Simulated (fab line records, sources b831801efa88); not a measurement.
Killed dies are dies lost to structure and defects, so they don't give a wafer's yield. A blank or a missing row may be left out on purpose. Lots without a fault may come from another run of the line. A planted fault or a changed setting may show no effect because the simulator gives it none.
A struck lot beside a sound one | flow sky130 | 21 steps out of a route of 708
Sound: wafers L984.1, L984.4, L984.5. Struck: wafers L997.2, L997.4, L997.5. The cause comes at the end.
At each step with rows: each side's tool, then ch and its chambers, then its first start. Under that, the readings that differ: sound wafers | struck wafers | difference of the means | sigmas: that difference in standard deviations of wafers without a fault.
alike: readings whose means differ by less than 2 such deviations, and words and numbers that are the same on both sides. not compared: withheld readings, readings that some wafer has no value for, bounds like >300 that may hide the same value, and numbers for which the record gives no deviation and whose values overlap.
The two part at a step that has a row with sigmas, a row that says differs or no value, or rows on one side only. Numbers that don't overlap but have no deviation are shown without sigmas and don't part them. A reading that every wafer of one side lacks parts them only if that side has two wafers or more.

SKY_POLY_GATE_THK_MEAS_21:
  sound on film_metro-02, day 17 12:18; struck on film_metro-02, day 21 12:16
  alike: POLY_GATE_OXIDATION_THK
SKY_POLY_GATE_CD_MEAS_22:
  sound on cd_sem-01, day 17 12:22; struck on cd_sem-02, day 21 12:25
  alike: cd_nm
then, 7 steps without rows for these wafers: SKY_LDD_N_DEHYDRATE_00 (time 60 s); SKY_LDD_N_HMDS_01 (prime time 60 s); SKY_LDD_N_COAT_02 (resist thk 300 nm); SKY_LDD_N_SOFTBAKE_03 (time 60 s); SKY_LDD_N_EXPOSE_04 (exposes mask NTM, target cd 840 nm); SKY_LDD_N_PEB_05; SKY_LDD_N_DEVELOP_06 (develop time 60 s).
SKY_LDD_N_OVL_MEAS_07:
  sound on overlay-01, day 18 19:04; struck on overlay-01, day 22 19:16
  alike: LDD_N_OVL
then, 2 steps without rows for these wafers: SKY_LDD_N_IMPLANT_08; SKY_LDD_N_IMPLANT_09.
SKY_LDD_N_IMPLANT_10:
  sound on implanter-01 ch 0, day 18 19:24; struck on implanter-01 ch 0, day 22 19:37
  reading            | sound                         | struck                        | difference | sigmas
  dose_ions_cm2      | 7.493e+13 7.504e+13 7.509e+13 | 5.457e+13 5.455e+13 5.464e+13 | -2.043e+13 | -99 or more
  faraday_current_uA | 420 420 425                   | 309 317 309                   | -110       | -12
  alike: end_station_pressure_torr
then, 5 steps without rows for these wafers: SKY_LDD_N_IMPLANT_11; SKY_LDD_N_IMPLANT_12; SKY_LDD_N_IMPLANT_13; SKY_LDD_N_IMPLANT_14; SKY_LDD_N_IMPLANT_15.
SKY_LDD_N_STRIP_16: strips in O2/N2.
  sound on plasma_asher-03 ch 0,1, day 18 20:18; struck on plasma_asher-03 ch 0,1, day 22 20:29
  reading                      | sound             | struck            | difference | sigmas
  strip_time_to_endpoint_s (s) | 4.299 4.330 4.332 | 4.266 4.256 4.268 | -0.057     | -4
  alike: drypump_motor_current_A, oes_product_au
  not compared: rf_hours_counter_h
SKY_LDD_N_TW_MEAS_17:
  sound on film_metro-01, day 18 20:24; struck on film_metro-02, day 22 20:36
  alike: LDD_N_TW
-- the record jumps here: 26 days lie between the struck wafers' starts before and after (it left off in module LDD_N and takes up again in module PAD_OPEN, whose first step shown is number 708 of the route) --
SKY_PAD_OPEN_PROBE_99:
  sound on prober-01, day 46 12:54; struck on prober-02, day 49 01:23
  reading                     | sound             | struck            | difference | sigmas
  model.etest.tip_n.rs_ohm_sq | 441.9 440.2 445.4 | 456.2 457.6 458.4 | +14.9      |
  alike: killed_at_M0_to_M3, killed_at_M4_up, killed_at_contacts, killed_at_front_end, killed_at_other, killed_dies, killed_open, killed_short

WHERE THEY PART
First at SKY_LDD_N_IMPLANT_10; last, within this record, at SKY_LDD_N_STRIP_16. Later steps at which nothing parts them and some readings are alike: SKY_LDD_N_TW_MEAS_17, SKY_PAD_OPEN_PROBE_99.

WHY: what the simulator had put in
Process parameter drift: implanter-01, from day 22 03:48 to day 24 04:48, at SKY_LDD_N_IMPLANT_10. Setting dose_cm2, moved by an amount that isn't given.
